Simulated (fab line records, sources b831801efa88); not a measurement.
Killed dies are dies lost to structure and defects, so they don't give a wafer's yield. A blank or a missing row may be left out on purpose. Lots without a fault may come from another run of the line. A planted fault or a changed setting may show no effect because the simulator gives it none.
Chamber matching | flow gf180mcu | GF_V3_CVD_02 on pecvd-01: 3 sister chambers
The step deposits SiO2 from TEOS, target thk 850 nm, time 94.851 s. 6 wafers are shown with their chamber, then 7 later ones without.

WAFERS WITH THEIR CHAMBER
wafer  | chamber | heater_power_w (W) | heater_power_outer_w (W)
L232.3 | 1       | 831                | 494
L232.5 | 1       | 868                | 515
L238.5 | 0       | 611                | 305
L238.6 | 2       | 622                | 345
L242.4 | 2       | 651                | 390
L242.5 | 0       | 743                | 402

WAFERS WITHOUT THEIR CHAMBER
wafer  | heater_power_w (W) | heater_power_outer_w (W)
L242.6 | 840                | 524
L249.1 | 877                | 532
L249.4 | 643                | 371
L249.5 | 760                | 419
L251.1 | 851                | 498
L251.2 | 700                | 354
L251.3 | 696                | 428

WHICH CHAMBER EACH WENT THROUGH
wafer  | from the rows above          | in truth
L242.6 | 1                            | 1
L249.1 | 1                            | 1
L249.4 | can't be placed: 2 or 0      | 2
L249.5 | can't be placed: 0 or 2 or 1 | 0
L251.1 | 1                            | 1
L251.2 | can't be placed: 0 or 2      | 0
L251.3 | can't be placed: 0 or 2 or 1 | 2
Placed correctly: 3 of 7. Can't be placed from these rows: 4 (the true chamber is among the candidates in 4). Placed wrongly: 0.
How it was worked out, from the rows above alone: a wafer's distance from a chamber is the root of the sum, over the readings, of the square of ((its reading less the chamber's mean) divided by the reading's scatter). The wafer belongs to the nearest chamber; if the next one is less than 2 further off, it can't be placed. A chamber's mean is the mean of its shown wafers. The scatter: the root of (the sum of the squares of (reading less its chamber's mean) over the shown wafers, divided by (wafers less chambers)).
